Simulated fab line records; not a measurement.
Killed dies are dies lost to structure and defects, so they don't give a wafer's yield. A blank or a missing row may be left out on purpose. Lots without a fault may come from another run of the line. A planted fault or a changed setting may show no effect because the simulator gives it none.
Commonality check across tools || flow sky130 || Sample size 15 lots and 45 wafers

== REASON IT WAS OPENED ==
At SKY_LDD_HVN_TW_MEAS_10 the reading LDD_HVN_TW is flagged on 3 of 15 lots. Wafers without a fault read 1438, standard deviation 7.
Rule: a lot gets a flag if all its wafers with a number sit over 4 standard deviations from that mean, or if no wafer of it has a number. The rest of the lots are taken to be sound.

{"lot": "L189", "measured": "day 21 20:17", "on": "film_metro-03", "LDD_HVN_TW, wafer by wafer": "1422 1434 1442", "flag": ""}
{"lot": "L190", "measured": "day 21 20:53", "on": "film_metro-01", "LDD_HVN_TW, wafer by wafer": "1450 1444 1456", "flag": ""}
{"lot": "L192", "measured": "day 23 00:15", "on": "film_metro-01", "LDD_HVN_TW, wafer by wafer": "1435 1438 1443", "flag": ""}
{"lot": "L191", "measured": "day 23 00:50", "on": "film_metro-03", "LDD_HVN_TW, wafer by wafer": "30 30 30", "flag": "FLAGGED"}
{"lot": "L194", "measured": "day 23 08:20", "on": "film_metro-01", "LDD_HVN_TW, wafer by wafer": "30 30 30", "flag": "FLAGGED"}
{"lot": "L193", "measured": "day 23 18:08", "on": "film_metro-02", "LDD_HVN_TW, wafer by wafer": "30 30 30", "flag": "FLAGGED"}
{"lot": "L196", "measured": "day 24 08:23", "on": "film_metro-01", "LDD_HVN_TW, wafer by wafer": "1443 1438 1439", "flag": ""}
{"lot": "L198", "measured": "day 24 18:03", "on": "film_metro-01", "LDD_HVN_TW, wafer by wafer": "1445 1436 1438", "flag": ""}
{"lot": "L202", "measured": "day 25 04:44", "on": "film_metro-03", "LDD_HVN_TW, wafer by wafer": "1427 1429 1433", "flag": ""}
{"lot": "L204", "measured": "day 26 03:42", "on": "film_metro-02", "LDD_HVN_TW, wafer by wafer": "1434 1434 1421", "flag": ""}
{"lot": "L205", "measured": "day 26 12:53", "on": "film_metro-02", "LDD_HVN_TW, wafer by wafer": "1441 1435 1430", "flag": ""}
{"lot": "L206", "measured": "day 27 04:09", "on": "film_metro-02", "LDD_HVN_TW, wafer by wafer": "1425 1433 1428", "flag": ""}
{"lot": "L208", "measured": "day 27 07:02", "on": "film_metro-01", "LDD_HVN_TW, wafer by wafer": "1440 1436 1440", "flag": ""}
{"lot": "L211", "measured": "day 28 06:35", "on": "film_metro-01", "LDD_HVN_TW, wafer by wafer": "1441 1435 1443", "flag": ""}
{"lot": "L212", "measured": "day 28 11:08", "on": "film_metro-03", "LDD_HVN_TW, wafer by wafer": "1422 1433 1434", "flag": ""}
Averaged over the flagged lots the numbers come to 30, -1408 from the usual (-99 or more standard deviations).

== EACH LOT AND THE TOOL IT RAN ON ==
The record keeps 1 process step preceding the reading, out of 708 steps on the route. Read each cell as the tool, then ch plus the chambers that the sampled wafers visited, then the start.
{"lot": "L189", "flag": "", "SKY_LDD_HVN_IMPLANT_08": "implanter-03 ch 0, day 21 20:02"}
{"lot": "L190", "flag": "", "SKY_LDD_HVN_IMPLANT_08": "implanter-03 ch 0, day 21 20:38"}
{"lot": "L192", "flag": "", "SKY_LDD_HVN_IMPLANT_08": "implanter-03 ch 0, day 23 00:01"}
{"lot": "L191", "flag": "FLAGGED", "SKY_LDD_HVN_IMPLANT_08": "implanter-01, day 23 00:35"}
{"lot": "L194", "flag": "FLAGGED", "SKY_LDD_HVN_IMPLANT_08": "implanter-01, day 23 08:05"}
{"lot": "L193", "flag": "FLAGGED", "SKY_LDD_HVN_IMPLANT_08": "implanter-03, day 23 17:53"}
{"lot": "L196", "flag": "", "SKY_LDD_HVN_IMPLANT_08": "implanter-02 ch 0, day 24 08:08"}
{"lot": "L198", "flag": "", "SKY_LDD_HVN_IMPLANT_08": "implanter-03 ch 0, day 24 17:50"}
{"lot": "L202", "flag": "", "SKY_LDD_HVN_IMPLANT_08": "implanter-03 ch 0, day 25 04:29"}
{"lot": "L204", "flag": "", "SKY_LDD_HVN_IMPLANT_08": "implanter-03 ch 0, day 26 03:29"}
{"lot": "L205", "flag": "", "SKY_LDD_HVN_IMPLANT_08": "implanter-01 ch 0, day 26 12:39"}
{"lot": "L206", "flag": "", "SKY_LDD_HVN_IMPLANT_08": "implanter-03 ch 0, day 27 03:56"}
{"lot": "L208", "flag": "", "SKY_LDD_HVN_IMPLANT_08": "implanter-03 ch 0, day 27 06:47"}
{"lot": "L211", "flag": "", "SKY_LDD_HVN_IMPLANT_08": "implanter-03 ch 0, day 28 06:20"}
{"lot": "L212", "flag": "", "SKY_LDD_HVN_IMPLANT_08": "implanter-03 ch 0, day 28 10:53"}
What these steps do:
- SKY_LDD_HVN_IMPLANT_08
- SKY_LDD_HVN_TW_MEAS_10

== FLAGGED OVER TOTAL, TOOL BY TOOL (the gauges that took the reading come last) ==
{"step": "SKY_LDD_HVN_IMPLANT_08", "tool": "implanter-01", "lots run": 3, "flagged": 2, "share of the flagged lots": "some", "sound lots run after its first flagged lot": "1 (L205)"}
{"step": "SKY_LDD_HVN_IMPLANT_08", "tool": "implanter-02", "lots run": 1, "flagged": 0, "share of the flagged lots": "none", "sound lots run after its first flagged lot": "-"}
{"step": "SKY_LDD_HVN_IMPLANT_08", "tool": "implanter-03", "lots run": 11, "flagged": 1, "share of the flagged lots": "some", "sound lots run after its first flagged lot": "7 (L198,L202,L204,L206,L208,L211,L212)"}
{"step": "SKY_LDD_HVN_TW_MEAS_10", "tool": "film_metro-01", "lots run": 7, "flagged": 1, "share of the flagged lots": "some", "sound lots run after its first flagged lot": "4 (L196,L198,L208,L211)"}
{"step": "SKY_LDD_HVN_TW_MEAS_10", "tool": "film_metro-02", "lots run": 4, "flagged": 1, "share of the flagged lots": "some", "sound lots run after its first flagged lot": "3 (L204,L205,L206)"}
{"step": "SKY_LDD_HVN_TW_MEAS_10", "tool": "film_metro-03", "lots run": 4, "flagged": 1, "share of the flagged lots": "some", "sound lots run after its first flagged lot": "2 (L202,L212)"}

== THE TABLE: WHAT IT ALLOWS ==
No row of the table ran every flagged lot.

== WHAT THE SIMULATOR HAD INSERTED ==
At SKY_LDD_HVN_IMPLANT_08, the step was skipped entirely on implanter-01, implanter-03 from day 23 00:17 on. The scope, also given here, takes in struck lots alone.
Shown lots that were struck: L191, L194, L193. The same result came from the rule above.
